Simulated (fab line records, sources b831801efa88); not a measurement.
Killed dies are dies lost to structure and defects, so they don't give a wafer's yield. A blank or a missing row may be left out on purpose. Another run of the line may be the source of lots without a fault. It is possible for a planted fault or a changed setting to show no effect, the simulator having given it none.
One fault through the eyes of 2 desks | flow gf180mcu | each desk holds nothing but its own numbers, with what lay behind them at the end

METROLOGY DESK
What the gauges read, lot by lot, whatever tool the lot ran on: means of the sampled wafers that have a number. The brackets show how far a lot's mean lies from the usual mean; more than 4 standard deviations puts the lot out of limits, marked OUT.
Columns: A = INCOMING_BOW at GF_STI_BOW_MEAS_00, usual 0 um; B = STI_OXIDATION_THK at GF_STI_THK_MEAS_02, usual 9.98 nm; C = MVPSD_RS at GF_VT_IMPLANT_RS_MEAS_49, usual 1169.0 ohm/sq; D = HV_LDD_TW at GF_HV_LDD_TW_MEAS_11, usual 2400
lot  | first seen here | A  | B     | C                 | D
L749 | day 1 10:01     | -3 | 10.11 | 1163.3            | 2385
L750 | day 1 15:02     | 2  | 10.02 | 1170.2            | 2387
L751 | day 1 20:01     | -5 | 9.95  | 1169.1            | 2394
L752 | day 2 01:01     | 0  | 10.05 | 1170.4            | 2407
L753 | day 2 06:02     | 2  | 9.82  | 1167.1            | 2417
L754 | day 2 11:01     | -1 | 9.90  | 1167.3            | 2399
L755 | day 2 16:02     | 6  | 9.83  | 1168.6            | 2404
L756 | day 2 21:01     | -1 | 10.07 | 1167.4            | 2389
L761 | day 3 22:00     | 2  | 9.62  | 1150.6 (-6.3) OUT | 2412
L762 | day 4 03:00     | -1 | 9.97  | 1170.1            | 2401
L764 | day 4 13:00     | -2 | 9.95  | 1161.3            | 2385
L771 | day 6 00:00     | -0 | 10.15 | 1169.3            | 2414
This desk finds L761 out of limits, with the earliest case on L761 at day 10 22:56 (MVPSD_RS at GF_VT_IMPLANT_RS_MEAS_49). Within limits: L749, L750, L751, L752, L753, L754, L755, L756, L762, L764, L771.

THE TOOL OWNER'S DESK: implanter-04
GF_MVPSD_IMPLANT_08, tool's own readings: per-lot mean of the sampled wafers with a number, covering each lot this tool ran. The brackets show how far a lot's mean lies from the usual mean; more than 4 standard deviations puts the lot out of limits, marked OUT.
Columns: A = beam-energy-keV at GF_MVPSD_IMPLANT_08, usual 169.98
lot  | first seen here | A
L749 | day 5 03:36     | 170.07
L750 | day 5 08:08     | 170.04
L752 | day 5 20:49     | 170.01
L755 | day 6 13:23     | 170.00
L761 | day 8 00:25     | 184.68 (+99 or more) OUT
L764 | day 8 17:55     | 184.59 (+99 or more) OUT
This desk's verdict: out of limits on L761, L764, starting with L761 at day 8 00:25 (beam-energy-keV at GF_MVPSD_IMPLANT_08). Within limits: L749, L750, L752, L755.

PUT TOGETHER
The tool owner's desk had the chance to raise an alarm at day 8 00:25 on L761, L764.
Metrology desk: alarm possible at day 10 22:56 on L761.
The metrology desk holds a record of L764, inside its limits.
GF_MVPSD_IMPLANT_08 was run on implanter-04 by each of the lots named.

WHAT WAS PUT IN BY THE SIMULATOR
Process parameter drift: implanter-04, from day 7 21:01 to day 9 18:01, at GF_MVPSD_IMPLANT_08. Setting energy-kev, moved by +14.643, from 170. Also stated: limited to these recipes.
Shown lots that were struck: L761, L764.
Hours from the fault's start to each desk's first reading out of limits: the tool owner's desk, 3; the metrology desk, 74.
